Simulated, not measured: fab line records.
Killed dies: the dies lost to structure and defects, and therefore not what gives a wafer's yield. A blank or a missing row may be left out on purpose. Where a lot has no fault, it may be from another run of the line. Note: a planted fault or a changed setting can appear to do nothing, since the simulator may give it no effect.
What tool caused it? | flow sky130 | 72 wafers from 24 lots sampled at 6 of the route's 708 steps

WHAT THE GAUGES SHOWED, per wafer
SKY_POLY_GATE_OVL_MEAS_14. Usual: POLY_GATE_OVL typically reads -1 nm, with standard deviation 5.3.
lot  | measured     | on         | POLY_GATE_OVL (nm) | flag
L074 | day 16 03:01 | overlay-02 | -3 1 -5            |
L075 | day 16 20:07 | overlay-02 | 2 1 5              |
L076 | day 17 00:24 | overlay-02 | -3 3 -4            |
L077 | day 17 05:37 | overlay-01 | -12 -10 -10        |
L078 | day 17 23:37 | overlay-02 | -5 -4 -1           |
L079 | day 18 07:25 | overlay-02 | 1 -5 -1            |
L080 | day 18 20:22 | overlay-02 | 6 4 -7             |
L081 | day 19 03:08 | overlay-02 | -10 -6 -6          |
L082 | day 19 10:37 | overlay-01 | -7 -8 0            |
L083 | day 19 17:13 | overlay-01 | -3 -6 2            |
L084 | day 20 00:22 | overlay-02 | 6 7 8              |
L085 | day 20 10:48 | overlay-01 | -2 -1 -6           |
L086 | day 20 20:55 | overlay-01 | 2 -5 3             |
L087 | day 21 06:31 | overlay-02 | -6 1 -2            |
L088 | day 21 11:07 | overlay-02 | 0 -1 2             |
L089 | day 21 22:25 | overlay-02 | -2 -2 2            |
L090 | day 22 16:02 | overlay-02 | 10 -6 -1           |
L091 | day 22 20:09 | overlay-01 | 9 5 8              |
L092 | day 23 01:09 | overlay-02 | 6 0 2              |
L093 | day 23 09:01 | overlay-02 | -1 -7 -2           |
L094 | day 23 17:06 | overlay-01 | -8 -5 -3           |
L095 | day 24 05:19 | overlay-02 | 5 -4 -10           |
L096 | day 24 10:24 | overlay-01 | -1 8 -9            |
L097 | day 25 06:28 | overlay-02 | 1 -4 -6            |

SKY_CONTACT_CD_MEAS_14: the cd target is 170 nm. Usual: cd_nm at 170.6 nm, with a standard deviation of 1.4.
lot  | measured     | on        | cd_nm (nm)        | flag
L074 | day 31 12:39 | cd_sem-01 | 173.3 172.0 173.2 |
L075 | day 32 01:56 | cd_sem-02 | 171.2 170.0 169.9 |
L076 | day 32 07:02 | cd_sem-02 | 172.2 170.7 172.9 |
L077 | day 32 09:12 | cd_sem-02 | 172.2 171.7 173.5 |
L078 | day 33 05:44 | cd_sem-01 | 171.0 170.3 170.8 |
L079 | day 33 08:40 | cd_sem-01 | 170.8 171.9 170.8 |
L080 | day 33 17:29 | cd_sem-01 | 172.6 170.6 170.5 |
L081 | day 34 05:19 | cd_sem-01 | 168.6 166.4 168.8 |
L082 | day 34 09:42 | cd_sem-02 | 170.2 170.2 171.0 |
L083 | day 34 13:11 | cd_sem-02 | 169.1 170.6 170.6 |
L084 | day 34 20:14 | cd_sem-02 | 170.3 169.5 169.5 |
L085 | day 35 05:32 | cd_sem-02 | 170.0 169.2 169.2 |
L086 | day 35 09:25 | cd_sem-02 | 169.7 170.4 171.4 |
L087 | day 35 21:47 | cd_sem-02 | 168.7 168.6 168.4 |
L088 | day 36 02:41 | cd_sem-02 | 171.6 170.0 171.0 |
L089 | day 36 10:17 | cd_sem-02 | 171.0 170.3 170.8 |
L090 | day 37 01:16 | cd_sem-02 | 171.5 170.2 171.5 |
L091 | day 37 05:32 | cd_sem-02 | 171.2 171.8 171.7 |
L092 | day 37 07:31 | cd_sem-02 | 170.4 170.1 171.1 |
L093 | day 37 18:16 | cd_sem-02 | 172.8 172.7 173.2 |
L094 | day 38 00:44 | cd_sem-01 | 168.8 170.6 171.0 |
L095 | day 38 06:55 | cd_sem-01 | 169.9 170.3 169.1 |
L096 | day 38 12:50 | cd_sem-01 | 167.8 168.3 169.1 |
L097 | day 39 09:44 | cd_sem-02 | 168.3 169.4 169.6 |

SKY_PASSIVATION_THK_MEAS_03. Usual: PASSIVATION_CVD_02_THK typically reads 538 nm, with standard deviation 6.2.
lot  | measured     | on            | PASSIVATION_CVD_02_THK (nm) | flag
L074 | day 43 17:34 | film_metro-01 | 539 535 549                 |
L075 | day 44 04:19 | film_metro-01 | 541 532 547                 |
L076 | day 44 11:21 | film_metro-01 | 537 544 536                 |
L077 | day 44 12:10 | film_metro-01 | 533 536 538                 |
L078 | day 45 04:09 | film_metro-01 | 534 532 536                 |
L079 | day 45 09:04 | film_metro-04 | 533 540 539                 |
L080 | day 45 12:13 | film_metro-04 | 532 545 548                 |
L081 | day 45 22:49 | film_metro-01 | 539 547 537                 |
L082 | day 46 04:04 | film_metro-02 | 546 543 551                 |
L083 | day 46 06:43 | film_metro-01 | 530 550 551                 |
L084 | day 46 10:27 | film_metro-01 | 532 544 541                 |
L085 | day 46 17:45 | film_metro-01 | 527 539 537                 |
L086 | day 46 20:43 | film_metro-04 | 540 541 547                 |
L087 | day 47 06:36 | film_metro-02 | 535 535 526                 |
L088 | day 47 10:16 | film_metro-01 | 536 540 538                 |
L089 | day 47 15:28 | film_metro-02 | 529 537 540                 |
L090 | day 48 05:11 | film_metro-01 | 536 548 537                 |
L091 | day 48 06:49 | film_metro-04 | 531 527 537                 |
L092 | day 48 09:20 | film_metro-02 | 534 534 547                 |
L093 | day 48 16:41 | film_metro-02 | 542 544 551                 |
L094 | day 48 21:28 | film_metro-04 | 531 533 534                 |
L095 | day 49 02:50 | film_metro-04 | 534 534 541                 |
L096 | day 49 07:24 | film_metro-01 | 530 537 543                 |
L097 | day 49 19:58 | film_metro-01 | 536 537 549                 |

WHICH TOOL RAN EACH LOT (tool, then ch and the chambers of the sampled wafers, then the start)
lot  | SKY_GATE_OXIDE_STRIP_13              | SKY_METAL3_ETCH_16                | SKY_METAL3_STRIP_19
L074 | plasma_asher-03 ch 0,1, day 13 14:08 | rie_metal-03 ch 0,1, day 38 10:05 | plasma_asher-03 ch 0, day 38 10:23
L075 | plasma_asher-03 ch 0, day 14 07:16   | rie_metal-03 ch 0,1, day 38 22:47 | plasma_asher-01 ch 0,1, day 38 23:05
L076 | plasma_asher-04 ch 0,1, day 14 12:34 | rie_metal-03 ch 0,1, day 39 03:52 | plasma_asher-04 ch 0,1, day 39 04:10
L077 | plasma_asher-04 ch 0, day 14 14:23   | rie_metal-01 ch 0,1, day 39 05:16 | plasma_asher-04 ch 0,1, day 39 05:34
L078 | plasma_asher-03 ch 0,1, day 15 05:53 | rie_metal-02 ch 0,1, day 40 00:40 | plasma_asher-03 ch 0,1, day 40 01:09
L079 | plasma_asher-03 ch 0,1, day 15 15:01 | rie_metal-03 ch 0, day 40 03:52   | plasma_asher-01 ch 0,1, day 40 04:13
L080 | plasma_asher-04 ch 0,1, day 16 04:01 | rie_metal-01 ch 0,1, day 40 09:34 | plasma_asher-01 ch 0,1, day 40 10:02
L081 | plasma_asher-04 ch 0,1, day 16 09:25 | rie_metal-01 ch 0,1, day 40 22:01 | plasma_asher-03 ch 0,1, day 40 22:18
L082 | plasma_asher-03 ch 0,1, day 16 16:55 | rie_metal-03 ch 0, day 41 03:45   | plasma_asher-01 ch 0,1, day 41 04:05
L083 | plasma_asher-04 ch 0,1, day 16 20:13 | rie_metal-03 ch 0,1, day 41 06:17 | plasma_asher-04 ch 0,1, day 41 06:35
L084 | plasma_asher-04 ch 0,1, day 17 05:55 | rie_metal-02 ch 0,1, day 41 11:25 | plasma_asher-01 ch 0,1, day 41 11:43
L085 | plasma_asher-04 ch 0,1, day 17 15:41 | rie_metal-03 ch 0,1, day 41 20:08 | plasma_asher-01 ch 0,1, day 41 20:26
L086 | plasma_asher-03 ch 0,1, day 17 23:16 | rie_metal-02 ch 0,1, day 42 01:13 | plasma_asher-03 ch 0,1, day 42 01:31
L087 | plasma_asher-03 ch 0,1, day 18 10:37 | rie_metal-01 ch 0,1, day 42 09:38 | plasma_asher-03 ch 0,1, day 42 09:56
L088 | plasma_asher-01 ch 0,1, day 18 15:16 | rie_metal-03 ch 0, day 42 14:11   | plasma_asher-01 ch 0,1, day 42 14:32
L089 | plasma_asher-04 ch 0,1, day 19 03:16 | rie_metal-02 ch 0,1, day 42 22:28 | plasma_asher-01 ch 0,1, day 42 22:45
L090 | plasma_asher-03 ch 0,1, day 19 19:46 | rie_metal-02 ch 0,1, day 43 12:52 | plasma_asher-04 ch 0,1, day 43 13:20
L091 | plasma_asher-03 ch 1, day 20 00:50   | rie_metal-03 ch 1, day 43 14:46   | plasma_asher-01 ch 0,1, day 43 15:20
L092 | plasma_asher-04 ch 0, day 20 05:20   | rie_metal-03 ch 1, day 43 17:37   | plasma_asher-04 ch 1, day 43 18:11
L093 | plasma_asher-01 ch 0,1, day 20 15:00 | rie_metal-03 ch 1, day 44 02:07   | plasma_asher-04 ch 0,1, day 44 02:29
L094 | plasma_asher-03 ch 0,1, day 20 23:58 | rie_metal-02 ch 0,1, day 44 10:10 | plasma_asher-04 ch 0,1, day 44 10:28
L095 | plasma_asher-03 ch 0,1, day 21 07:28 | rie_metal-03 ch 0,1, day 44 14:55 | plasma_asher-01 ch 0,1, day 44 15:12
L096 | plasma_asher-03 ch 0,1, day 21 12:19 | rie_metal-02 ch 0,1, day 44 22:47 | plasma_asher-03 ch 0, day 44 23:05
L097 | plasma_asher-01 ch 0,1, day 22 13:01 | rie_metal-02 ch 0,1, day 45 12:20 | plasma_asher-03 ch 0,1, day 45 12:38
- SKY_GATE_OXIDE_STRIP_13: strips in O2/N2.
- SKY_METAL3_ETCH_16: etches BARC in N2/H2, stops on SiO2, time 88.2 s, target depth 60 nm.
- SKY_METAL3_STRIP_19: strips in O2/N2.

AS READ BY THE TOOLS THEMSELVES (means over the sampled wafers that have a number; for cases with no such wafer, the mark the record gives instead)
SKY_GATE_OXIDE_STRIP_13. Usual: drypump_motor_current_A 6.2 A, standard deviation 0.47; oes_product_au 0.716 a.u., standard deviation 0.0045; strip_time_to_endpoint_s 14.20 s, standard deviation 0.042.
lot  | tool            | drypump_motor_current_A (A) | oes_product_au (a.u.) | strip_time_to_endpoint_s (s) | flag
L074 | plasma_asher-03 | 6.4                         | 0.714                 | 14.20                        |
L075 | plasma_asher-03 | 6.4                         | 0.714                 | 14.20                        |
L076 | plasma_asher-04 | 6.2                         | 0.719                 | 14.17                        |
L077 | plasma_asher-04 | 5.4                         | 0.717                 | 14.20                        |
L078 | plasma_asher-03 | 6.4                         | 0.715                 | 14.20                        |
L079 | plasma_asher-03 | 6.4                         | 0.716                 | 14.27                        |
L080 | plasma_asher-04 | 6.2                         | 0.722                 | 14.24                        |
L081 | plasma_asher-04 | 5.8                         | 0.714                 | 14.11                        |
L082 | plasma_asher-03 | 6.4                         | 0.719                 | 14.23                        |
L083 | plasma_asher-04 | 5.8                         | 0.720                 | 14.23                        |
L084 | plasma_asher-04 | 6.3                         | 0.713                 | 14.21                        |
L085 | plasma_asher-04 | 6.3                         | 0.717                 | 14.23                        |
L086 | plasma_asher-03 | 6.4                         | 0.714                 | 14.21                        |
L087 | plasma_asher-03 | 6.4                         | 0.713                 | 14.20                        |
L088 | plasma_asher-01 | 5.7                         | 0.717                 | 14.17                        |
L089 | plasma_asher-04 | 5.8                         | 0.710                 | 14.24                        |
L090 | plasma_asher-03 | 6.4                         | 0.716                 | 14.19                        |
L091 | plasma_asher-03 | 6.4                         | 0.720                 | 14.22                        |
L092 | plasma_asher-04 | 5.4                         | 0.715                 | 14.23                        |
L093 | plasma_asher-01 | 5.8                         | 0.718                 | 14.25                        |
L094 | plasma_asher-03 | 6.4                         | 0.712                 | 14.12                        |
L095 | plasma_asher-03 | 6.4                         | 0.715                 | 14.22                        |
L096 | plasma_asher-03 | 6.4                         | 0.714                 | 14.22                        |
L097 | plasma_asher-01 | 5.9                         | 0.714                 | 14.13                        |

SKY_METAL3_ETCH_16. Usual: drypump_motor_current_A 5.84 A, standard deviation 0.26; oes_product_au 0.625 a.u., standard deviation 0.0046; rf_fwd_power_W 496.6 W, standard deviation 2; throttle_valve_pct 13.206 %, standard deviation 0.0086.
lot  | tool         | drypump_motor_current_A (A) | oes_product_au (a.u.) | rf_fwd_power_W (W) | throttle_valve_pct (%) | flag
L074 | rie_metal-03 | 6.06                        | 0.622                 | 496.3              | 13.204                 |
L075 | rie_metal-03 | 6.04                        | 0.629                 | 498.4              | 13.211                 |
L076 | rie_metal-03 | 6.05                        | 0.624                 | 494.6              | 13.207                 |
L077 | rie_metal-01 | 5.78                        | 0.623                 | 496.4              | 13.205                 |
L078 | rie_metal-02 | 5.56                        | 0.620                 | 497.2              | 13.202                 |
L079 | rie_metal-03 | 6.09                        | 0.626                 | 492.4              | 13.205                 |
L080 | rie_metal-01 | 5.58                        | 0.627                 | 497.7              | 13.213                 |
L081 | rie_metal-01 | 5.79                        | 0.623                 | 498.3              | 13.204                 |
L082 | rie_metal-03 | 6.08                        | 0.625                 | 495.3              | 13.206                 |
L083 | rie_metal-03 | 6.06                        | 0.623                 | 495.4              | 13.208                 |
L084 | rie_metal-02 | 5.63                        | 0.625                 | 497.9              | 13.201                 |
L085 | rie_metal-03 | 6.07                        | 0.626                 | 494.8              | 13.201                 |
L086 | rie_metal-02 | 5.62                        | 0.629                 | 495.1              | 13.213                 |
L087 | rie_metal-01 | 5.79                        | 0.624                 | 496.2              | 13.209                 |
L088 | rie_metal-03 | 6.09                        | 0.623                 | 496.3              | 13.211                 |
L089 | rie_metal-02 | 5.62                        | 0.623                 | 498.1              | 13.210                 |
L090 | rie_metal-02 | 5.57                        | 0.623                 | 496.8              | 13.209                 |
L091 | rie_metal-03 | 6.03                        | 0.628                 | 497.0              | 13.207                 |
L092 | rie_metal-03 | 6.02                        | 0.629                 | 498.4              | 13.205                 |
L093 | rie_metal-03 | 6.04                        | 0.625                 | 497.6              | 13.215                 |
L094 | rie_metal-02 | 5.64                        | 0.625                 | 496.0              | 13.201                 |
L095 | rie_metal-03 | 6.05                        | 0.625                 | 497.4              | 13.202                 |
L096 | rie_metal-02 | 5.62                        | 0.622                 | 497.2              | 13.200                 |
L097 | rie_metal-02 | 5.57                        | 0.627                 | 498.2              | 13.208                 |

SKY_METAL3_STRIP_19. Usual: drypump_motor_current_A 6.0 A, standard deviation 0.45; oes_product_au 0.503 a.u., standard deviation 0.0046; strip_time_to_endpoint_s 6.54 s, standard deviation 0.06.
lot  | tool            | drypump_motor_current_A (A) | oes_product_au (a.u.) | strip_time_to_endpoint_s (s) | flag
L074 | plasma_asher-03 | 6.4                         | 0.498                 | 6.43                         |
L075 | plasma_asher-01 | 5.9                         | 0.496                 | 6.44                         |
L076 | plasma_asher-04 | 6.3                         | 0.503                 | 6.57                         |
L077 | plasma_asher-04 | 6.3                         | 0.501                 | 6.57                         |
L078 | plasma_asher-03 | 6.4                         | 0.497                 | 6.53                         |
L079 | plasma_asher-01 | 5.9                         | 0.505                 | 6.63                         |
L080 | plasma_asher-01 | 5.9                         | 0.505                 | 6.61                         |
L081 | plasma_asher-03 | 6.4                         | 0.505                 | 6.57                         |
L082 | plasma_asher-01 | 5.9                         | 0.499                 | 6.50                         |
L083 | plasma_asher-04 | 6.3                         | 0.500                 | 6.51                         |
L084 | plasma_asher-01 | 5.7                         | 0.499                 | 6.56                         |
L085 | plasma_asher-01 | 5.7                         | 0.503                 | 6.53                         |
L086 | plasma_asher-03 | 6.4                         | 0.502                 | 6.57                         |
L087 | plasma_asher-03 | 6.4                         | 0.505                 | 6.61                         |
L088 | plasma_asher-01 | 5.9                         | 0.506                 | 6.54                         |
L089 | plasma_asher-01 | 5.9                         | 0.505                 | 6.56                         |
L090 | plasma_asher-04 | 5.8                         | 0.505                 | 6.59                         |
L091 | plasma_asher-01 | 5.7                         | 0.504                 | 6.49                         |
L092 | plasma_asher-04 | 6.7                         | 0.496                 | 6.52                         |
L093 | plasma_asher-04 | 5.8                         | 0.507                 | 6.55                         |
L094 | plasma_asher-04 | 5.8                         | 0.505                 | 6.57                         |
L095 | plasma_asher-01 | 5.7                         | 0.512                 | 6.62                         |
L096 | plasma_asher-03 | 6.4                         | 0.502                 | 6.49                         |
L097 | plasma_asher-03 | 6.4                         | 0.502                 | 6.54                         |

THE ANSWER, worked out from the rows above alone
Rule: lot off if the mean of its wafers having a number is beyond 3 standard deviations from the usual mean. Also off: a lot with no number at a reading for which 4 or more lots have one. The other lots that the step has rows for count as sound. The gauges are gone through in route order, then the tools' own readings, and for those a lot's mean is taken as printed above. The first step at which some lot is off is used, and at that step the reading that is off furthest; a lot without a number counts as furthest.
Across all readings shown, no lot is off: no conclusion can be drawn from this.

WHAT WAS PUT IN BY THE SIMULATOR
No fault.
